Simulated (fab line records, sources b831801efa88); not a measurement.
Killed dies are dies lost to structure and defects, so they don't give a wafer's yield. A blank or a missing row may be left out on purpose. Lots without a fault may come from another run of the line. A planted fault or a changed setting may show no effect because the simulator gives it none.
A struck lot beside a sound one | flow sky130 | 23 steps out of a route of 708
Sound: wafers L607.2, L607.3, L607.4. Struck: wafers L623.1, L623.2, L623.4. The cause comes at the end.
At each step with rows: each side's tool, then ch and its chambers, then its first start. Under that, the readings that differ: sound wafers | struck wafers | difference of the means | sigmas: that difference in standard deviations of wafers without a fault.
alike: readings whose means differ by less than 2 such deviations, and words and numbers that are the same on both sides. not compared: withheld readings, readings that some wafer has no value for, bounds like >300 that may hide the same value, and numbers for which the record gives no deviation and whose values overlap.
The two part at a step that has a row with sigmas, a row that says differs or no value, or rows on one side only. Numbers that don't overlap but have no deviation are shown without sigmas and don't part them. A reading that every wafer of one side lacks parts them only if that side has two wafers or more.

first, 4 steps without rows for these wafers: SKY_LDD_LDN_IMPLANT_08; SKY_LDD_LDN_IMPLANT_09; SKY_LDD_LDN_IMPLANT_10; SKY_LDD_LDN_IMPLANT_11.
SKY_LDD_LDN_STRIP_12: strips in O2/N2.
  sound on plasma_asher-01 ch 0,1, day 23 01:18; struck on plasma_asher-02 ch 0,1, day 28 17:30
  alike: drypump_motor_current_A, oes_product_au, strip_time_to_endpoint_s
  not compared: rf_hours_counter_h
SKY_LDD_LDN_TW_MEAS_13:
  sound on film_metro-01, day 23 01:25; struck on film_metro-03, day 28 17:36
  alike: LDD_LDN_TW
then, 2 steps without rows for these wafers: SKY_LDD_LDN_CLEAN_14 (cleans in SC1/SC2, time 150 s); SKY_SPACER_CVD_00 (deposits Si3N4 from DCS/NH3, target thk 43.1 nm, time 740 s).
SKY_SPACER_THK_MEAS_01:
  sound on film_metro-02, day 23 04:14; struck on film_metro-03, day 28 19:16
  alike: SPACER_CVD_00_THK
SKY_SPACER_ETCHBACK_02: etches Si3N4 in CH3F/O2, stops on SiO2, time 46.7 s, target depth 45 nm.
  sound on rie_diel-03 ch 2,3, day 23 04:17; struck on rie_diel-04 ch 0,1,3, day 28 19:20
  alike: drypump_motor_current_A, oes_product_au, throttle_valve_pct
  not compared: rf_hours_counter_h
then, 2 steps without rows for these wafers: SKY_POLY_CUT_DEHYDRATE_00 (time 60 s); SKY_POLY_CUT_HMDS_01 (prime time 60 s).
SKY_POLY_CUT_COAT_02: resist thk 60 nm.
  sound on litho_track-01 ch 0, day 23 17:45; struck on litho_track-01 ch 0, day 29 09:26
  reading              | sound                | struck               | difference | sigmas
  spin_speed_rpm (rpm) | 3000.6 3000.1 3001.1 | 3048.2 3052.5 3050.5 | +49.8      | +23
then, 5 steps without rows for these wafers: SKY_POLY_CUT_COAT_03 (resist thk 450 nm); SKY_POLY_CUT_SOFTBAKE_04 (time 90 s); SKY_POLY_CUT_EXPOSE_05 (exposes mask NPCM, target cd 270 nm); SKY_POLY_CUT_PEB_06; SKY_POLY_CUT_DEVELOP_07 (develop time 60 s).
SKY_POLY_CUT_CD_MEAS_08: target cd 270 nm.
  sound on cd_sem-02, day 24 10:07; struck on cd_sem-01, day 29 23:42
  alike: cd_nm
SKY_POLY_CUT_OVL_MEAS_09:
  sound on overlay-01, day 24 10:13; struck on overlay-01, day 29 23:49
  alike: POLY_CUT_OVL
SKY_POLY_CUT_ETCH_10: etches BARC in N2/H2, stops on SiO2, time 45.9 s, target depth 60 nm.
  sound on rie_diel-03 ch 0,2,3, day 24 10:15; struck on rie_diel-01 ch 0,3, day 29 23:51
  reading                  | sound             | struck          | difference | sigmas
  model.etch.depth_nm (nm) | 59.96 59.85 59.97 | 59.29 59.4 59.2 | -0.63      |
  alike: drypump_motor_current_A, oes_product_au, throttle_valve_pct
  not compared: rf_hours_counter_h
SKY_POLY_CUT_ETCH_11: etches Si3N4 in CF4/CH2F2/Ar, stops on poly-Si, time 42.5 s, target depth 60 nm.
  sound on rie_diel-03 ch 0,2,3, day 24 10:17; struck on rie_diel-01 ch 0,3, day 29 23:53
  alike: drypump_motor_current_A, oes_product_au, throttle_valve_pct
  not compared: rf_hours_counter_h
-- the record jumps here: 20 days lie between the struck wafers' starts before and after (it left off in module POLY_CUT and takes up again in module PAD_OPEN, whose first step shown is number 708 of the route) --
SKY_PAD_OPEN_PROBE_99:
  sound on prober-01, day 45 21:17; struck on prober-01, day 49 19:05
  alike: killed_at_M0_to_M3, killed_at_M4_up, killed_at_contacts, killed_at_front_end, killed_at_other, killed_dies, killed_on_rim, killed_open, killed_short

WHERE THEY PART
Only at SKY_POLY_CUT_COAT_02, within this record. Later steps at which nothing parts them and some readings are alike: SKY_POLY_CUT_CD_MEAS_08, SKY_POLY_CUT_OVL_MEAS_09, SKY_POLY_CUT_ETCH_10, SKY_POLY_CUT_ETCH_11, SKY_PAD_OPEN_PROBE_99.

WHY: what the simulator had put in
Process parameter drift: litho_track-01, from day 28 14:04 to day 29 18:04, at SKY_POLY_CUT_COAT_02. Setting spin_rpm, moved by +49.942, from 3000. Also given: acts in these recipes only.
